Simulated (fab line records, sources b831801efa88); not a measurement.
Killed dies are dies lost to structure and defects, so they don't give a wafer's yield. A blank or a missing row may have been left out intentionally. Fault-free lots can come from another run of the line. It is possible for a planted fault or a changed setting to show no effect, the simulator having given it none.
fab line records | flow sky130
[record] lots = 7 wafers = 21 lastDay = 50
route steps=708 shown LDD_HVP@285 LDD_LDN@289 PAD_OPEN@708
lots untouched by any fault: they come from a run of this same line in which no faults occurred
startH: start of the lot's first displayed wafer, in hours after the record's first day | waitH: hours since the lot's step before | " unchanged from the row above | L1.1+2: one row covering several wafers at once | - no value present, or no start provided | * or withheld: withheld | < > ~ a bound
route shown NAME@n: names a module that has steps shown in the file, with the first one's number in the route | usual: mean/standard deviation of fault-free wafers | same: alike in all rows | chamber/n: place in a boat | sites: readings site by site | _std_site: the values' standard deviation | _edge_site: mean of outer sites minus mean of inner sites | radiusMm: how far each site lies from the wafer's centre | mask NAME#n: copy n | behind: the most recent tool/chamber to have shaped the wafer | hold: cause of the lot's hold/its duration in hours/its outcome | device: which transistor (n, p or np) failed to switch | end of line: the same wafers' tests at the end of the route | a step without rows: its recipe alone | killed: not the wafer's yield, but the dies lost to structure and defects at the first sort | map: a wafer's dies, x killed, . not, _ none there
set.NAME: setting as actually run; set.NAME@STEP: the setting as run at that earlier step | model.NAME: the simulator's own value behind a step, which no gauge read
certain route steps with their lots: each step a table, each wafer a row
services: from which hour (startH, from the record's first day; less than 0 if before it) a tool's chamber was out of use, for how many hours, and why
[[steps]]
[step SKY_LDD_HVP_OVL_MEAS_07]
[usual] LDD_HVP_OVL = 0.4/1.5
// columns lot.wafer tool chamber startH waitH LDD_HVP_OVL[nm]
L929.3 overlay-02 - 549.32 0.1 2.0
L929.4 " - " " -0.4
L929.6 " - " " 1.3
L930.2 overlay-01 - 557.66 0.1 -1.5
L930.3 " - " " -1.5
L930.6 " - " " -1.7
L940.3 overlay-02 - 636.67 0.1 1.9
L940.4 " - " " 1.5
L940.5 " - " " 2.5
L941.1 overlay-02 - 646.50 0.1 3.7
L941.3 " - " " 3.7
L941.5 " - " " 1.0
L942.2 overlay-02 - 657.29 0.1 0.1
L942.3 " - " " 0.1
L942.6 " - " " 0.5
L946.2 overlay-02 - 691.54 0.1 1.2
L946.3 " - " " 1.2
L946.5 " - " " -0.8
L947.2 overlay-02 - 702.17 0.1 0.7
L947.3 " - " " 3.8
L947.5 " - " " 0.0
[step SKY_LDD_HVP_IMPLANT_08]
[recipe] species = B energyKev = 20 doseCm2 = 1.7e+13 tiltDeg = 17.9
[step SKY_LDD_HVP_STRIP_09]
[recipe] chemistry = O2/N2 powerW = 1400 pressureMtorr = 1500 platenTempC = withheld o2FlowSccm = 3000 n2FlowSccm = 300 overashFraction = 0.5
[usual] chamberPressureMTorr = 1500.0/1.3 drypumpMotorCurrentA = 5.5/0.55 oesProductAu = 0.408/0.0041 stripTimeToEndpointS = 4.135/0.014
// columns lot.wafer tool chamber startH waitH chamberPressureMTorr drypumpMotorCurrentA oesProductAu rfHoursCounterH stripTimeToEndpointS
L929.3 plasmaAsher-03 0 549.53 0.1 1499.3 4.9 0.406 - 4.129
L929.4 " 1 " " 1499.7 5.7 0.414 - 4.143
L929.6 " 0 " " 1500.3 4.9 0.410 - 4.146
L930.2 plasmaAsher-04 0 557.84 0.1 1502.3 6.2 0.404 74 4.147
L930.3 " 0 " " 1497.9 6.2 0.413 - 4.111
L930.6 " 0 " " 1497.9 6.2 0.407 - 4.120
L940.3 plasmaAsher-03 0 636.87 0.1 1501.0 4.9 0.410 - 4.158
L940.4 " 1 " " 1498.9 5.7 0.401 - 4.170
L940.5 " 1 " " 1498.4 5.7 0.407 - 4.150
L941.1 plasmaAsher-04 1 646.69 0.1 1500.4 4.8 0.403 83 4.118
L941.3 " 0 " " 1500.0 6.2 0.410 - 4.117
L941.5 " 1 " " 1498.8 4.8 0.410 - 4.115
L942.2 plasmaAsher-03 1 657.47 0.1 1500.3 5.7 0.411 23 4.137
L942.3 " 0 " " 1499.3 4.9 0.405 - 4.118
L942.6 " 1 " " 1500.3 5.7 0.409 - 4.123
L946.2 plasmaAsher-01 0 691.72 0.1 1500.3 5.7 0.403 57 4.129
L946.3 " 0 " " 1503.8 5.7 0.410 - 4.131
L946.5 " 1 " " 1500.8 5.6 0.407 - 4.121
L947.2 plasmaAsher-01 0 702.35 0.1 1501.4 5.7 0.410 58 4.119
L947.3 " 0 " " 1498.7 5.7 0.413 - 4.104
L947.5 " 0 " " 1499.7 5.7 0.411 - 4.116
[step SKY_LDD_HVP_TW_MEAS_10]
[usual] LDD_HVP_TW = 454/4
// columns lot.wafer tool chamber startH waitH LDD_HVP_TW
L929.3 filmMetro-04 - 549.62 0.1 456
L929.4 " - " " 456
L929.6 " - " " 456
L930.2 filmMetro-03 - 557.95 0.1 452
L930.3 " - " " 448
L930.6 " - " " 449
L940.3 filmMetro-01 - 636.96 0.1 455
L940.4 " - " " 456
L940.5 " - " " 454
L941.1 filmMetro-03 - 646.79 0.1 448
L941.3 " - " " 447
L941.5 " - " " 449
L942.2 filmMetro-03 - 657.58 0.1 452
L942.3 " - " " 449
L942.6 " - " " 450
L946.2 filmMetro-04 - 691.83 0.1 456
L946.3 " - " " 454
L946.5 " - " " 456
L947.2 filmMetro-04 - 702.46 0.1 454
L947.3 " - " " 456
L947.5 " - " " 455
[step SKY_LDD_LDN_DEHYDRATE_00]
[recipe] tempC = 200 timeS = 60
[step SKY_LDD_LDN_HMDS_01]
[recipe] primeTimeS = 60 primeTempC = 120
[step SKY_LDD_LDN_COAT_02]
[recipe] resist = NOVOLAK spinRpm = 3000 resistThkNm = 1140
[step SKY_LDD_LDN_SOFTBAKE_03]
[recipe] tempC = 90 timeS = 60 resist = NOVOLAK
[step SKY_LDD_LDN_EXPOSE_04]
[recipe] maskId = LDNTM na = 0.6 sourceShape = conventional sigmaOuter = 0.6 polarization = unpolarized targetCdNm = 700 doseMj = 140
[step SKY_LDD_LDN_PEB_05]
[recipe] tempC = withheld timeS = * resist = NOVOLAK
[step SKY_LDD_LDN_DEVELOP_06]
[recipe] resist = NOVOLAK developer = TMAH developTimeS = 60 devTempC = 23
[step SKY_LDD_LDN_OVL_MEAS_07]
[usual] LDD_LDN_OVL = -0.4/1.4
// columns lot.wafer tool chamber startH waitH LDD_LDN_OVL[nm]
L929.3 overlay-01 - 579.42 0.1 -1.1
L929.4 " - " " -1.1
L929.6 " - " " 0.1
L930.2 overlay-01 - 587.67 0.1 -0.2
L930.3 " - " " 0.5
L930.6 " - " " -0.2
L940.3 overlay-01 - 665.69 0.1 -1.4
L940.4 " - " " -1.5
L940.5 " - " " -1.6
L941.1 overlay-01 - 675.48 0.1 -2.0
L941.3 " - " " -0.2
L941.5 " - " " -1.7
L942.2 overlay-01 - 685.72 0.1 -0.6
L942.3 " - " " -1.0
L942.6 " - " " -0.3
L946.2 overlay-02 - 719.69 0.1 -1.4
L946.3 " - " " -1.8
L946.5 " - " " -0.5
L947.2 overlay-01 - 730.46 0.1 -1.7
L947.3 " - " " -4.6
L947.5 " - " " -2.7
[step SKY_LDD_LDN_IMPLANT_08]
[recipe] species = As energyKev = 15 doseCm2 = 1.25e+13 tiltDeg = withheld rotationDeg = 23
[usual] beamEnergyKeV = 15.000/0.0047
// columns lot.wafer tool chamber startH waitH beamEnergyKeV model.implant.rpNm model.implant.drpNm
L929.3 implanter-01 0 579.49 0.1 15.004 12.64 5.933
L929.4 " 0 " " 15.006 12.64 5.933
L929.6 " 0 " " 15.003 12.64 5.933
L930.2 implanter-01 0 587.72 0.0 15.003 12.82 5.933
L930.3 " 0 " " 15.000 12.82 5.933
L930.6 " 0 " " 14.996 12.82 5.933
L940.3 implanter-01 0 665.77 0.1 18.551 14.74 6.848
L940.4 " 0 " " 18.548 14.74 6.848
L940.5 " 0 " " 18.550 14.74 6.848
L941.1 implanter-01 0 675.52 0.0 18.557 14.85 6.848
L941.3 " 0 " " 18.561 14.85 6.848
L941.5 " 0 " " 18.561 14.85 6.848
L942.2 implanter-01 0 685.77 0.0 18.555 15.24 6.848
L942.3 " 0 " " 18.554 15.24 6.848
L942.6 " 0 " " 18.549 15.24 6.848
L946.2 implanter-03 0 719.74 0.0 14.995 12.49 5.933
L946.3 " 0 " " 14.994 12.49 5.933
L946.5 " 0 " " 15.002 12.49 5.933
L947.2 implanter-04 0 730.51 0.0 14.987 12.87 5.933
L947.3 " 0 " " 14.996 12.87 5.933
L947.5 " 0 " " 14.997 12.87 5.933
[step SKY_LDD_LDN_IMPLANT_09]
[recipe] species = As energyKev = 15 doseCm2 = 1.25e+13 tiltDeg = withheld rotationDeg = 113
[step SKY_PAD_OPEN_PROBE_99]
[usual] killed_at_M0_to_M3 = 43/7.2 killed_at_M4_up = 3.0/2 killedAtContacts = 24/5.5 killedAtFrontEnd = 15/4.2 killedAtOther = 0.3/0.51 killedDies = 85/10 killedOpen = 46/7.3 killedShort = 38/6.4
[same] grossDies = 492 killedAtBackSide = 0
// columns lot.wafer tool chamber startH waitH killed_at_M0_to_M3 killed_at_M4_up killedAtContacts killedAtFrontEnd killedAtOther killedDies killedOpen killedShort model.etest.tipSonos.rsOhmSq
L929.3 prober-01 - 1114.94 0.2 48 3 32 8 0 91 52 39 2715
L929.4 prober-01 - 1114.99 0.2 27 1 31 12 0 71 40 31 2694
L929.6 prober-01 - 1115.09 0.2 45 5 28 23 0 101 45 56 2692
L930.2 prober-02 - 1120.75 0.1 37 4 26 16 0 83 37 46 2774
L930.3 prober-02 - 1120.80 0.2 40 4 29 17 0 90 48 42 2744
L930.6 prober-02 - 1120.95 0.2 28 3 20 17 0 68 35 33 2765
L940.3 prober-01 - 1174.18 0.2 45 4 25 14 0 88 52 36 2488
L940.4 prober-01 - 1174.23 0.2 26 2 23 12 0 63 31 32 2459
L940.5 prober-01 - 1174.28 0.2 49 3 30 23 0 105 59 46 2444
L941.1 prober-02 - 1178.93 0.1 43 1 12 19 1 76 42 34 2534
L941.3 prober-02 - 1179.03 0.2 35 5 26 11 0 77 42 35 2492
L941.5 prober-02 - 1179.13 0.2 51 4 22 8 0 85 49 36 2487
L942.2 prober-01 - 1182.27 0.1 23 1 18 11 0 53 27 26 2536
L942.3 prober-01 - 1182.32 0.2 38 3 22 12 1 76 38 38 2520
L942.6 prober-01 - 1182.47 0.2 41 0 24 12 0 77 42 35 2487
// killed by level:class
L929.3 VIA1:geometricParticle:open=10 VIA2:geometricParticle:open=10 LI_CONTACT:geometricParticle:open=8 CONTACT:geometricParticle:open=8 VIA3:geometricParticle:open=7 LOCAL_INTERCONNECT:geometricParticle:short=6 CONTACT:geometricParticle:short=5 VIA3:geometricParticle:short=5
L929.4 CONTACT:geometricParticle:open=13 LI_CONTACT:geometricParticle:open=8 VIA1:geometricParticle:open=6 CONTACT:geometricParticle:short=5 METAL1:geometricParticle:short=5 VIA2:geometricParticle:open=5 FIELD_ISO:geometricParticle:short=4 FIELD_ISO:geometricParticle:open=3
L929.6 METAL1:geometricParticle:short=10 CONTACT:geometricParticle:open=8 FIELD_ISO:geometricParticle:short=7 FIELD_ISO:geometricParticle:open=7 VIA1:geometricParticle:open=7 LI_CONTACT:geometricParticle:open=6 LOCAL_INTERCONNECT:geometricParticle:short=6 VIA3:geometricParticle:short=5
L930.2 CONTACT:geometricParticle:open=8 METAL1:geometricParticle:short=7 VIA3:geometricParticle:open=7 CONTACT:geometricParticle:short=6 FIELD_ISO:geometricParticle:short=5 LI_CONTACT:geometricParticle:open=5 POLY_GATE:geometricParticle:short=5 LOCAL_INTERCONNECT:geometricParticle:short=5
L930.3 LI_CONTACT:geometricParticle:open=10 VIA2:geometricParticle:open=10 CONTACT:geometricParticle:open=9 METAL2:geometricParticle:short=6 VIA1:geometricParticle:open=6 POLY_GATE:geometricParticle:short=5 CONTACT:geometricParticle:short=5 METAL1:geometricParticle:short=5
L930.6 CONTACT:geometricParticle:open=9 POLY_GATE:geometricParticle:open=7 CONTACT:geometricParticle:short=6 VIA2:geometricParticle:open=6 FIELD_ISO:geometricParticle:short=5 METAL1:geometricParticle:short=4 VIA1:geometricParticle:open=4 LOCAL_INTERCONNECT:geometricParticle:short=3
L940.3 LI_CONTACT:geometricParticle:open=12 VIA2:geometricParticle:open=9 VIA1:geometricParticle:open=8 POLY_GATE:geometricParticle:short=6 METAL1:geometricParticle:open=5 VIA2:geometricParticle:short=5 VIA3:geometricParticle:open=5 METAL3:geometricParticle:short=4
L940.4 CONTACT:geometricParticle:open=9 METAL1:geometricParticle:short=6 VIA1:geometricParticle:short=5 METAL2:geometricParticle:short=5 LI_CONTACT:geometricParticle:open=4 CONTACT:geometricParticle:short=4 VIA1:geometricParticle:open=4 VIA2:geometricParticle:open=4
L940.5 VIA1:geometricParticle:open=16 LI_CONTACT:geometricParticle:open=12 CONTACT:geometricParticle:open=9 FIELD_ISO:geometricParticle:open=7 CONTACT:geometricParticle:short=6 METAL2:geometricParticle:short=6 VIA3:geometricParticle:open=6 FIELD_ISO:geometricParticle:short=5
L941.1 METAL2:geometricParticle:short=8 VIA3:geometricParticle:open=8 VIA1:geometricParticle:open=8 VIA2:geometricParticle:open=7 LI_CONTACT:geometricParticle:open=6 FIELD_ISO:geometricParticle:open=5 POLY_GATE:geometricParticle:short=5 VIA1:geometricParticle:short=4
L941.3 CONTACT:geometricParticle:short=9 VIA1:geometricParticle:open=8 LI_CONTACT:geometricParticle:open=7 CONTACT:geometricParticle:open=7 METAL2:geometricParticle:short=6 VIA2:geometricParticle:open=6 VIA3:geometricParticle:open=5 VIA1:geometricParticle:short=4
L941.5 VIA1:geometricParticle:open=17 CONTACT:geometricParticle:open=10 METAL1:geometricParticle:short=8 VIA3:geometricParticle:open=5 FIELD_ISO:geometricParticle:open=4 LI_CONTACT:geometricParticle:open=4 CONTACT:geometricParticle:short=4 VIA1:geometricParticle:short=4
L942.2 VIA1:geometricParticle:open=7 LI_CONTACT:geometricParticle:open=5 LI_CONTACT:geometricParticle:short=4 CONTACT:geometricParticle:open=4 VIA3:geometricParticle:open=4 POLY_GATE:geometricParticle:short=3 CONTACT:geometricParticle:short=3 METAL1:geometricParticle:short=3
L942.3 LI_CONTACT:geometricParticle:open=9 CONTACT:geometricParticle:open=7 FIELD_ISO:geometricParticle:short=6 VIA1:geometricParticle:open=6 METAL2:geometricParticle:short=6 VIA3:geometricParticle:open=5 METAL3:geometricParticle:short=4 VIA2:geometricParticle:open=3
L942.6 VIA1:geometricParticle:open=11 LI_CONTACT:geometricParticle:open=8 METAL1:geometricParticle:short=7 CONTACT:geometricParticle:open=6 CONTACT:geometricParticle:short=5 VIA2:geometricParticle:open=4 METAL3:geometricParticle:short=4 FIELD_ISO:geometricParticle:short=3
[[services]]
// columns tool chamber startH hours kind
implanter-03 - 528.62 19.5 pm
implanter-01 - 539.08 19.1 repair
implanter-04 - 540.93 0.9 repair
plasmaAsher-03 - 552.33 1.2 repair
implanter-01 - 607.75 26.4 pm
implanter-01 - 648.28 3.2 repair
implanter-03 - 661.16 14.7 pm
implanter-01 - 661.99 2.5 repair
plasmaAsher-01 - 664.32 2.1 repair
implanter-04 - 673.35 4.7 pm
implanter-01 - 673.38 1.9 repair
plasmaAsher-03 - 679.27 0.9 repair
[[key]]
[firstSign] step = SKY_LDD_LDN_IMPLANT_08 reading = beamEnergyKeV direction = up sigmas = 99+ usual = * struck = *
effect none on later readings
[modelEffect] step = SKY_LDD_LDN_IMPLANT_08 value = implant.rpNm without = 12.85 struck = 14.94
[modelEffect] step = SKY_PAD_OPEN_PROBE_99 value = etest.tipSonos.rsOhmSq without = 2650 struck = 2494
metAt SKY_LDD_LDN_IMPLANT_08
struckWafers L940.3,L940.4,L940.5,L941.1,L941.3,L941.5,L942.2,L942.3,L942.6
testerLeftOut L940,L941,L942
onsetBetween 587.72 665.77
[fault] kind = processParameterDrift tool = implanter-01 chamber = - onsetH = 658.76 steps = SKY_LDD_LDN_IMPLANT_08 channel = energyKev offset = * shape = step endH = 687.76 actsIn = * stated = *
// testerLeftOut: of these lots the tester's yield and bins aren't shown, on N5 and GAA mostly nor the transistor test; their killed dies are dies lost to structure and defects alone, not to doping, threshold or leakage, so they don't give the yield
